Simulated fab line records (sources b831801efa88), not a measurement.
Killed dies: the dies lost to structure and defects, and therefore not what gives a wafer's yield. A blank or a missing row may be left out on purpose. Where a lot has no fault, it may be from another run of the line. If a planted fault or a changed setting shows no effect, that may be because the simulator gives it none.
fab line records + flow gf180mcu
record
- lots=14
- wafers=42
- last-day=34
route steps=602 shown V4@497 MIM@512 M5@535 V5@554
lots with no fault: from the same line, run without faults
start-h: start of the lot's first displayed wafer, in hours after the record's first day + wait-h: hours elapsed since this lot's preceding step + " as in the row above + L1.1+2: one row covering several wafers at once + - either no value or no given start + * or withheld: withheld + < > ~ a bound
route shown NAME@n: a module of which the file shows steps, and the number in the route of the first + usual: the fault-free wafers' mean and standard deviation + same: alike in all rows + chamber/n: place in a boat + sites: readings site by site + _std_site: how widely they spread, as a standard deviation + _edge_site: inner sites' mean taken away from outer sites' mean + radius-mm: how far each site lies from the wafer's centre + mask NAME#n: copy n + behind: the last tool/chamber to shape the wafer + hold: why the lot was held/for how many hours/how that ended + device: which transistor (n, p or np) failed to switch + end of line: the same wafers' tests at the end of the route + step lacking rows: just its recipe + killed: at the first sort, the dies lost to defects and structure; wafer yield is something else + map: shows each die of a wafer: x if killed, . if not, _ if none is there
set.NAME: setting as actually run; set.NAME@STEP: the setting as run at that earlier step + model.NAME: the simulator's own value behind a step, which no gauge read
route steps across a sampled set of lots; one table per step, one row per wafer
services: a tool's chamber out of use, with start hour (start-h, from the record's first day; less than 0 if before it), hours out, and reason
## steps
# step GF_V4_SPUTTER_21
# recipe
- material=Ti
- target-thk-nm=15
- chamber-pressure-pa=5
- power-w=2500
- substrate-temp-c=200
- time-s=80.02
# usual
- throttle-valve-pct=29.7/1.3
| lot.wafer | tool           | chamber | start-h | wait-h | throttle-valve-pct |
|-----------|----------------|---------|---------|--------|--------------------|
| L852.1    | pvd-sputter-01 | -       | 581.63  | 0.0    | 29.6               |
| L852.2    | "              | -       | "       | "      | 30.0               |
| L852.3    | "              | -       | "       | "      | 28.2               |
| L854.2    | pvd-sputter-04 | -       | 585.23  | 0.0    | 30.1               |
| L854.5    | "              | -       | "       | "      | 31.7               |
| L854.6    | "              | -       | "       | "      | 30.3               |
| L855.2    | pvd-sputter-01 | -       | 599.57  | 0.0    | 29.2               |
| L855.3    | "              | -       | "       | "      | 29.8               |
| L855.5    | "              | -       | "       | "      | 28.3               |
| L856.1    | pvd-sputter-04 | -       | 606.48  | 0.0    | 30.2               |
| L856.3    | "              | -       | "       | "      | 28.4               |
| L856.5    | "              | -       | "       | "      | 30.3               |
| L857.1    | pvd-sputter-03 | -       | 614.98  | 0.0    | 30.8               |
| L857.2    | "              | -       | "       | "      | 29.2               |
| L857.4    | "              | -       | "       | "      | 28.7               |
| L859.1    | pvd-sputter-01 | -       | 622.98  | 0.0    | 29.7               |
| L859.3    | "              | -       | "       | "      | 28.1               |
| L859.6    | "              | -       | "       | "      | 29.2               |
| L864.2    | pvd-sputter-04 | -       | 669.23  | 0.0    | 30.3               |
| L864.4    | "              | -       | "       | "      | 27.9               |
| L864.6    | "              | -       | "       | "      | 28.3               |
| L865.1    | pvd-sputter-03 | -       | 677.13  | 0.0    | 29.0               |
| L865.5    | "              | -       | "       | "      | 32.3               |
| L865.6    | "              | -       | "       | "      | 29.2               |
| L868.1    | pvd-sputter-04 | -       | 692.53  | 0.0    | 30.1               |
| L868.5    | "              | -       | "       | "      | 30.4               |
| L868.6    | "              | -       | "       | "      | 31.5               |
| L869.1    | pvd-sputter-01 | -       | 700.97  | 0.0    | 28.2               |
| L869.2    | "              | -       | "       | "      | 29.9               |
| L869.4    | "              | -       | "       | "      | 29.8               |
| L871.1    | pvd-sputter-04 | -       | 715.18  | 0.0    | 30.4               |
| L871.5    | "              | -       | "       | "      | 28.1               |
| L871.6    | "              | -       | "       | "      | 30.4               |
| L872.1    | pvd-sputter-01 | -       | 715.18  | 0.0    | 29.4               |
| L872.3    | "              | -       | "       | "      | 29.8               |
| L872.5    | "              | -       | "       | "      | 28.3               |
| L873.1    | pvd-sputter-03 | -       | 728.73  | 0.0    | 28.8               |
| L873.2    | "              | -       | "       | "      | 28.6               |
| L873.3    | "              | -       | "       | "      | 32.5               |
| L874.2    | pvd-sputter-04 | -       | 730.43  | 0.0    | 31.7               |
| L874.3    | "              | -       | "       | "      | 28.5               |
| L874.5    | "              | -       | "       | "      | 30.5               |
# step GF_MIM_SPUTTER_09
# recipe
- material=TiN
- target-thk-nm=35
- power-w=6500
- time-s=29.2
- chamber-pressure-pa=0.4
# usual
- throttle-valve-pct=30.0/1.3
| lot.wafer | tool           | chamber | start-h | wait-h | throttle-valve-pct |
|-----------|----------------|---------|---------|--------|--------------------|
| L852.1    | pvd-sputter-03 | -       | 582.70  | 0.0    | 32.4               |
| L852.2    | "              | -       | "       | "      | 29.2               |
| L852.3    | "              | -       | "       | "      | 30.8               |
| L854.2    | pvd-sputter-04 | -       | 586.30  | 0.0    | 28.3               |
| L854.5    | "              | -       | "       | "      | 27.9               |
| L854.6    | "              | -       | "       | "      | 30.1               |
| L855.2    | pvd-sputter-02 | -       | 600.65  | 0.0    | 30.7               |
| L855.3    | "              | -       | "       | "      | 29.4               |
| L855.5    | "              | -       | "       | "      | 30.9               |
| L856.1    | pvd-sputter-03 | -       | 607.55  | 0.0    | 28.4               |
| L856.3    | "              | -       | "       | "      | 30.7               |
| L856.5    | "              | -       | "       | "      | 29.1               |
| L857.1    | pvd-sputter-03 | -       | 616.05  | 0.0    | 28.9               |
| L857.2    | "              | -       | "       | "      | 30.9               |
| L857.4    | "              | -       | "       | "      | 28.5               |
| L859.1    | pvd-sputter-03 | -       | 624.28  | 0.0    | 28.9               |
| L859.3    | "              | -       | "       | "      | 32.5               |
| L859.6    | "              | -       | "       | "      | 28.3               |
| L864.2    | pvd-sputter-04 | -       | 670.30  | 0.0    | 30.7               |
| L864.4    | "              | -       | "       | "      | 30.3               |
| L864.6    | "              | -       | "       | "      | 29.8               |
| L865.1    | pvd-sputter-04 | -       | 678.26  | 0.0    | 30.1               |
| L865.5    | "              | -       | "       | "      | 30.2               |
| L865.6    | "              | -       | "       | "      | 30.7               |
| L868.1    | pvd-sputter-03 | -       | 693.61  | 0.0    | 29.0               |
| L868.5    | "              | -       | "       | "      | 30.6               |
| L868.6    | "              | -       | "       | "      | 29.1               |
| L869.1    | pvd-sputter-03 | -       | 702.06  | 0.0    | 32.5               |
| L869.2    | "              | -       | "       | "      | 29.1               |
| L869.4    | "              | -       | "       | "      | 28.5               |
| L871.1    | pvd-sputter-04 | -       | 716.27  | 0.0    | 30.3               |
| L871.5    | "              | -       | "       | "      | 30.2               |
| L871.6    | "              | -       | "       | "      | 28.2               |
| L872.1    | pvd-sputter-02 | -       | 716.29  | 0.0    | 31.0               |
| L872.3    | "              | -       | "       | "      | 29.4               |
| L872.5    | "              | -       | "       | "      | 29.4               |
| L873.1    | pvd-sputter-02 | -       | 729.80  | 0.0    | 29.4               |
| L873.2    | "              | -       | "       | "      | 30.6               |
| L873.3    | "              | -       | "       | "      | 29.2               |
| L874.2    | pvd-sputter-04 | -       | 731.50  | 0.0    | 28.3               |
| L874.3    | "              | -       | "       | "      | 30.5               |
| L874.5    | "              | -       | "       | "      | 30.1               |
# step GF_M5_ETCH_09
# recipe
- chemistry=CF4/O2
- target=Si3N4
- target-depth-nm=52
- source-w=800
- bias-w=150
- pressure-mtorr=150
- cf4-flow-sccm=80
- O2_flow_sccm=10
- time-s=11.6
# usual
- O2_flow_sccm=10.005/0.027
- bias-w=150.0/0.42
- drypump-motor-current-A=5.6/0.38
- oes-product-au=1.002/0.01
- throttle-valve-pct=5.969/0.0093
| lot.wafer | tool        | chamber | start-h | wait-h | O2_flow_sccm | bias-w | drypump-motor-current-A | oes-product-au | rf-hours-counter-h | throttle-valve-pct |
|-----------|-------------|---------|---------|--------|--------------|--------|-------------------------|----------------|--------------------|--------------------|
| L852.1    | rie-diel-03 | 0       | 624.87  | 0.0    | 10.039       | 149.7  | 6.1                     | 1.013          | 34                 | 5.983              |
| L852.2    | "           | 2       | "       | "      | 10.046       | 149.6  | 5.4                     | 0.989          | 28                 | 5.955              |
| L852.3    | "           | 1       | "       | "      | 10.005       | 150.0  | 5.7                     | 0.984          | 7                  | 5.986              |
| L854.2    | rie-diel-03 | 3       | 629.27  | 0.0    | 10.047       | 150.1  | 5.6                     | 0.990          | 0                  | 5.964              |
| L854.5    | "           | 2       | "       | "      | 10.027       | 150.7  | 5.5                     | 0.986          | -                  | 5.980              |
| L854.6    | "           | 3       | "       | "      | 10.001       | 149.5  | 5.6                     | 0.976          | -                  | 5.967              |
| L855.2    | rie-diel-02 | 0       | 640.27  | 0.0    | 9.985        | 150.0  | 5.5                     | 1.006          | 46                 | 5.970              |
| L855.3    | "           | 3       | "       | "      | 9.976        | 149.9  | 5.2                     | 1.010          | 6                  | 5.980              |
| L855.5    | "           | 0       | "       | "      | 9.978        | 150.2  | 5.5                     | 1.010          | -                  | 5.959              |
| L856.1    | rie-diel-03 | 1       | 648.22  | 0.0    | 9.970        | 149.6  | 5.7                     | 0.989          | 8                  | 5.964              |
| L856.3    | "           | 2       | "       | "      | 9.992        | 150.9  | 5.4                     | 1.000          | 29                 | 5.968              |
| L856.5    | "           | 2       | "       | "      | 10.003       | 149.8  | 5.5                     | 0.998          | -                  | 5.969              |
| L857.1    | rie-diel-04 | 3       | 654.91  | 0.0    | 9.994        | 150.2  | 5.4                     | 1.007          | 1                  | 5.975              |
| L857.2    | "           | 0       | "       | "      | 9.983        | 149.9  | 5.0                     | 1.002          | 11                 | 5.981              |
| L857.4    | "           | 1       | "       | "      | 9.983        | 149.6  | 5.7                     | 1.011          | 37                 | 5.963              |
| L859.1    | rie-diel-02 | 0       | 664.21  | 0.0    | 10.028       | 150.1  | 5.5                     | 1.001          | 47                 | 5.968              |
| L859.3    | "           | 3       | "       | "      | 10.044       | 149.5  | 5.2                     | 1.016          | 7                  | 5.964              |
| L859.6    | "           | 0       | "       | "      | 10.069       | 150.5  | 5.5                     | 0.998          | -                  | 5.950              |
| L864.2    | rie-diel-03 | 2       | 707.91  | 0.0    | -            | -      | -                       | -              | -                  | -                  |
| L864.4    | "           | 3       | "       | "      | -            | -      | -                       | -              | -                  | -                  |
| L864.6    | "           | 1       | "       | "      | -            | -      | -                       | -              | -                  | -                  |
| L865.1    | rie-diel-02 | 3       | 716.32  | 0.0    | -            | -      | -                       | -              | -                  | -                  |
| L865.5    | "           | 1       | "       | "      | -            | -      | -                       | -              | -                  | -                  |
| L865.6    | "           | 3       | "       | "      | -            | -      | -                       | -              | -                  | -                  |
| L868.1    | rie-diel-04 | 3       | 730.11  | 0.0    | 10.003       | 150.8  | 5.4                     | 1.012          | 4                  | 5.961              |
| L868.5    | "           | 1       | "       | "      | 10.023       | 149.8  | 5.8                     | 1.007          | -                  | 5.976              |
| L868.6    | "           | 0       | "       | "      | 9.993        | 150.0  | 5.0                     | 1.004          | -                  | 5.983              |
| L869.1    | rie-diel-03 | 3       | 738.31  | 0.0    | 9.989        | 149.7  | 5.6                     | 1.002          | 4                  | 5.962              |
| L869.2    | "           | 0       | "       | "      | 10.000       | 150.1  | 6.1                     | 1.008          | 38                 | 5.983              |
| L869.4    | "           | 1       | "       | "      | 10.021       | 149.9  | 5.7                     | 0.992          | 11                 | 5.958              |
| L871.1    | rie-diel-04 | 1       | 751.22  | 0.0    | 9.996        | 149.9  | 5.8                     | 1.004          | 41                 | 5.971              |
| L871.5    | "           | 1       | "       | "      | 9.983        | 150.0  | 5.7                     | 0.996          | -                  | 5.979              |
| L871.6    | "           | 2       | "       | "      | 10.005       | 149.9  | 5.2                     | 1.009          | -                  | 5.972              |
| L872.1    | rie-diel-04 | 2       | 751.76  | 0.0    | 9.964        | 150.3  | 5.2                     | 1.010          | 12                 | 5.967              |
| L872.3    | "           | 0       | "       | "      | 10.011       | 149.7  | 5.1                     | 1.010          | 15                 | 5.972              |
| L872.5    | "           | 1       | "       | "      | 10.060       | 150.7  | 5.7                     | 0.998          | -                  | 5.973              |
| L873.1    | rie-diel-04 | 0       | 763.71  | 0.0    | 10.007       | 149.4  | 5.1                     | 1.005          | 16                 | 5.968              |
| L873.2    | "           | 3       | "       | "      | 10.025       | 150.5  | 5.4                     | 1.004          | 5                  | 5.951              |
| L873.3    | "           | 2       | "       | "      | 9.993        | 149.5  | 5.2                     | 1.027          | 12                 | 5.978              |
| L874.2    | rie-diel-02 | 1       | 765.16  | 0.0    | 10.040       | 150.1  | 6.2                     | 0.996          | 14                 | 5.955              |
| L874.3    | "           | 2       | "       | "      | 10.020       | 150.2  | 6.2                     | 1.002          | 2                  | 5.951              |
| L874.5    | "           | 3       | "       | "      | 9.988        | 149.7  | 5.2                     | 1.006          | -                  | 5.980              |
# step GF_M5_STRIP_11
# recipe
- chemistry=O2/N2
- power-w=1400
- pressure-mtorr=1500
- platen-temp-c=250
- o2-flow-sccm=3000
- n2-flow-sccm=300
- overash-fraction=0.5
# usual
- drypump-motor-current-A=5.8/0.62
- heater-power-w=323/12
- oes-product-au=0.544/0.0052
- strip-time-to-endpoint-s=7.55/0.038
| lot.wafer | tool            | chamber | start-h | wait-h | drypump-motor-current-A | heater-power-w | oes-product-au | rf-hours-counter-h | strip-time-to-endpoint-s |
|-----------|-----------------|---------|---------|--------|-------------------------|----------------|----------------|--------------------|--------------------------|
| L852.1    | plasma-asher-02 | 1       | 625.00  | 0.1    | 6.4                     | 310            | 0.535          | 42                 | 7.51                     |
| L852.2    | "               | 0       | "       | "      | 5.6                     | 310            | 0.542          | 42                 | 7.58                     |
| L852.3    | "               | 0       | "       | "      | 5.6                     | 307            | 0.539          | -                  | 7.56                     |
| L854.2    | plasma-asher-02 | 0       | 629.40  | 0.1    | 5.6                     | 315            | 0.551          | 43                 | 7.58                     |
| L854.5    | "               | 0       | "       | "      | 5.6                     | 323            | 0.540          | -                  | 7.59                     |
| L854.6    | "               | 1       | "       | "      | 6.5                     | 315            | 0.547          | -                  | 7.60                     |
| L855.2    | plasma-asher-03 | 0       | 640.40  | 0.1    | 5.3                     | 338            | 0.551          | 109                | 7.46                     |
| L855.3    | "               | 1       | "       | "      | 5.7                     | 328            | 0.546          | -                  | 7.46                     |
| L855.5    | "               | 1       | "       | "      | 5.7                     | 326            | 0.538          | -                  | 7.48                     |
| L856.1    | plasma-asher-04 | 0       | 648.35  | 0.1    | 5.0                     | 323            | 0.541          | 22                 | 7.59                     |
| L856.3    | "               | 0       | "       | "      | 5.0                     | 316            | 0.540          | -                  | 7.56                     |
| L856.5    | "               | 0       | "       | "      | 5.0                     | 325            | 0.544          | -                  | 7.60                     |
| L857.1    | plasma-asher-04 | 0       | 655.05  | 0.1    | 4.9                     | 329            | 0.547          | 22                 | 7.60                     |
| L857.2    | "               | 1       | "       | "      | 6.7                     | 327            | 0.542          | 22                 | 7.60                     |
| L857.4    | "               | 1       | "       | "      | 6.7                     | 325            | 0.543          | -                  | 7.62                     |
| L859.1    | plasma-asher-03 | 0       | 664.35  | 0.1    | 5.3                     | 349            | 0.549          | 111                | 7.53                     |
| L859.3    | "               | 1       | "       | "      | 5.7                     | 320            | 0.552          | -                  | 7.55                     |
| L859.6    | "               | 1       | "       | "      | 5.7                     | 326            | 0.542          | -                  | 7.55                     |
| L864.2    | plasma-asher-04 | 0       | 708.05  | 0.1    | 4.9                     | 318            | 0.558          | 28                 | 7.82                     |
| L864.4    | "               | 1       | "       | "      | 6.7                     | 333            | 0.564          | -                  | 7.83                     |
| L864.6    | "               | 1       | "       | "      | 6.7                     | 326            | 0.546          | -                  | 7.85                     |
| L865.1    | plasma-asher-03 | 0       | 716.45  | 0.1    | 5.3                     | 355            | 0.566          | 116                | 7.91                     |
| L865.5    | "               | 0       | "       | "      | 5.3                     | 355            | 0.554          | -                  | 7.83                     |
| L865.6    | "               | 1       | "       | "      | 5.7                     | 324            | 0.562          | -                  | 7.87                     |
| L868.1    | plasma-asher-02 | 1       | 730.25  | 0.1    | 6.4                     | 303            | 0.538          | 53                 | 7.61                     |
| L868.5    | "               | 1       | "       | "      | 6.4                     | 308            | 0.537          | -                  | 7.51                     |
| L868.6    | "               | 0       | "       | "      | 5.6                     | 320            | 0.543          | -                  | 7.61                     |
| L869.1    | plasma-asher-02 | 1       | 738.45  | 0.1    | 6.4                     | 311            | 0.544          | 54                 | 7.56                     |
| L869.2    | "               | 0       | "       | "      | 5.6                     | 322            | 0.544          | 54                 | 7.53                     |
| L869.4    | "               | 1       | "       | "      | 6.4                     | 310            | 0.544          | -                  | 7.59                     |
| L871.1    | plasma-asher-02 | 0       | 751.46  | 0.2    | 5.6                     | 317            | 0.542          | 55                 | 7.53                     |
| L871.5    | "               | 1       | "       | "      | 6.4                     | 307            | 0.532          | -                  | 7.54                     |
| L871.6    | "               | 0       | "       | "      | 5.6                     | 312            | 0.543          | -                  | 7.56                     |
| L872.1    | plasma-asher-04 | 1       | 751.90  | 0.1    | 6.7                     | 330            | 0.541          | 33                 | 7.58                     |
| L872.3    | "               | 1       | "       | "      | 6.7                     | 329            | 0.546          | -                  | 7.51                     |
| L872.5    | "               | 0       | "       | "      | 4.9                     | 322            | 0.536          | -                  | 7.54                     |
| L873.1    | plasma-asher-03 | 1       | 763.85  | 0.1    | 5.7                     | 326            | 0.541          | 2                  | 7.52                     |
| L873.2    | "               | 0       | "       | "      | 5.2                     | 345            | 0.549          | 2                  | 7.55                     |
| L873.3    | "               | 0       | "       | "      | 5.2                     | 351            | 0.538          | -                  | 7.51                     |
| L874.2    | plasma-asher-04 | 1       | 765.30  | 0.1    | 6.7                     | 328            | 0.541          | 34                 | 7.55                     |
| L874.3    | "               | 1       | "       | "      | 6.7                     | 328            | 0.543          | -                  | 7.57                     |
| L874.5    | "               | 1       | "       | "      | 6.7                     | 329            | 0.553          | -                  | 7.52                     |
# step GF_V5_CD_MEAS_14
# recipe
- target-cd-nm=260
# usual
- cd-nm=259.7/1.1
| lot.wafer | tool      | chamber | start-h | wait-h | cd-nm |
|-----------|-----------|---------|---------|--------|-------|
| L852.1    | cd-sem-02 | -       | 645.51  | 0.1    | 259.4 |
| L852.2    | "         | -       | "       | "      | 260.4 |
| L852.3    | "         | -       | "       | "      | 260.3 |
| L854.2    | cd-sem-01 | -       | 650.63  | 0.1    | 260.3 |
| L854.5    | "         | -       | "       | "      | 259.1 |
| L854.6    | "         | -       | "       | "      | 259.3 |
| L855.2    | cd-sem-01 | -       | 660.98  | 0.1    | 259.1 |
| L855.3    | "         | -       | "       | "      | 259.9 |
| L855.5    | "         | -       | "       | "      | 260.2 |
| L856.1    | cd-sem-02 | -       | 668.76  | 0.1    | 258.5 |
| L856.3    | "         | -       | "       | "      | 258.4 |
| L856.5    | "         | -       | "       | "      | 257.7 |
| L857.1    | cd-sem-02 | -       | 675.61  | 0.1    | 259.1 |
| L857.2    | "         | -       | "       | "      | 261.9 |
| L857.4    | "         | -       | "       | "      | 259.2 |
| L859.1    | cd-sem-02 | -       | 684.66  | 0.1    | 260.9 |
| L859.3    | "         | -       | "       | "      | 261.1 |
| L859.6    | "         | -       | "       | "      | 261.3 |
| L868.1    | cd-sem-01 | -       | 748.46  | 0.1    | 258.7 |
| L868.5    | "         | -       | "       | "      | 258.1 |
| L868.6    | "         | -       | "       | "      | 258.4 |
| L869.1    | cd-sem-02 | -       | 756.46  | 0.1    | 258.4 |
| L869.2    | "         | -       | "       | "      | 257.6 |
| L869.4    | "         | -       | "       | "      | 258.7 |
| L871.1    | cd-sem-02 | -       | 769.15  | 0.1    | 260.8 |
| L871.5    | "         | -       | "       | "      | 260.4 |
| L871.6    | "         | -       | "       | "      | 261.7 |
| L872.1    | cd-sem-01 | -       | 769.46  | 0.1    | 259.5 |
| L872.3    | "         | -       | "       | "      | 259.0 |
| L872.5    | "         | -       | "       | "      | 259.6 |
| L873.1    | cd-sem-01 | -       | 781.01  | 0.1    | 258.7 |
| L873.2    | "         | -       | "       | "      | 259.4 |
| L873.3    | "         | -       | "       | "      | 260.1 |
| L874.2    | cd-sem-02 | -       | 781.98  | 0.1    | 258.4 |
| L874.3    | "         | -       | "       | "      | 259.3 |
| L874.5    | "         | -       | "       | "      | 258.8 |
## services
| tool            | chamber | start-h | hours | kind                   |
|-----------------|---------|---------|-------|------------------------|
| pvd-sputter-04  | -       | 564.96  | 0.5   | repair                 |
| plasma-asher-02 | -       | 573.21  | 5.5   | repair                 |
| rie-diel-04     | 2       | 578.51  | 10.1  | repair                 |
| plasma-asher-04 | -       | 579.14  | 2.8   | pm                     |
| plasma-asher-02 | -       | 587.75  | 15.6  | pm                     |
| rie-diel-03     | 2       | 600.98  | 5.8   | repair                 |
| rie-diel-04     | 3       | 607.38  | 12.5  | repair                 |
| pvd-sputter-01  | -       | 608.73  | 1.3   | repair                 |
| pvd-sputter-04  | 2       | 616.24  | -     | consumable-replace:kit |
| pvd-sputter-04  | 2       | 616.24  | 18.0  | scheduled-down         |
| pvd-sputter-04  | 2       | 616.24  | 18.0  | vent-cycle             |
| plasma-asher-02 | -       | 617.82  | 5.2   | repair                 |
| pvd-sputter-01  | -       | 621.96  | 0.6   | repair                 |
| pvd-sputter-01  | -       | 652.32  | 0.7   | repair                 |
| plasma-asher-02 | -       | 674.33  | 0.6   | repair                 |
| pvd-sputter-03  | 0       | 674.54  | -     | consumable-replace:kit |
| rie-diel-04     | 1       | 690.19  | 1.6   | repair                 |
| rie-diel-04     | 0       | 692.23  | 5.3   | repair                 |
| plasma-asher-03 | -       | 698.33  | 7.2   | pm                     |
| pvd-sputter-03  | -       | 711.44  | 0.9   | repair                 |
| plasma-asher-03 | -       | 733.75  | 9.0   | pm                     |
| rie-diel-02     | 1       | 737.60  | 13.8  | repair                 |
| pvd-sputter-03  | -       | 741.07  | 2.1   | repair                 |
| rie-diel-02     | 2       | 746.99  | 7.5   | repair                 |
## key
first-sign
- step=GF_M5_ETCH_09
- reading=tool-record
- direction=missing
effect
- step=GF_M5_STRIP_11
- reading=strip-time-to-endpoint-s
- direction=up
- sigmas=8
- usual=*
- struck=*
met-at GF_M5_ETCH_09
struck-lots L864,L865
later-rows-left-out L864.2,L864.4,L864.6,L865.1,L865.5,L865.6
sort-left-out L864.2,L864.4,L864.6,L865.1,L865.5,L865.6
not-acting-at GF_V4_SPUTTER_21,GF_MIM_SPUTTER_09,GF_V5_CD_MEAS_14
onset-between 664.21 707.91
fault
- kind=skipped-step-whole
- tool=rie-diel-02,rie-diel-03
- chamber=-
- onset-h=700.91
- steps=GF_M5_ETCH_09
- scope=struck-lots-only
# sort-left-out: the simulated sort isn't trusted on such a fault, so these wafers' sort isn't shown, and their yield isn't known
# later-rows-left-out: the simulator's readings of these wafers behind a module that went badly wrong aren't trusted and aren't shown, but for the sort
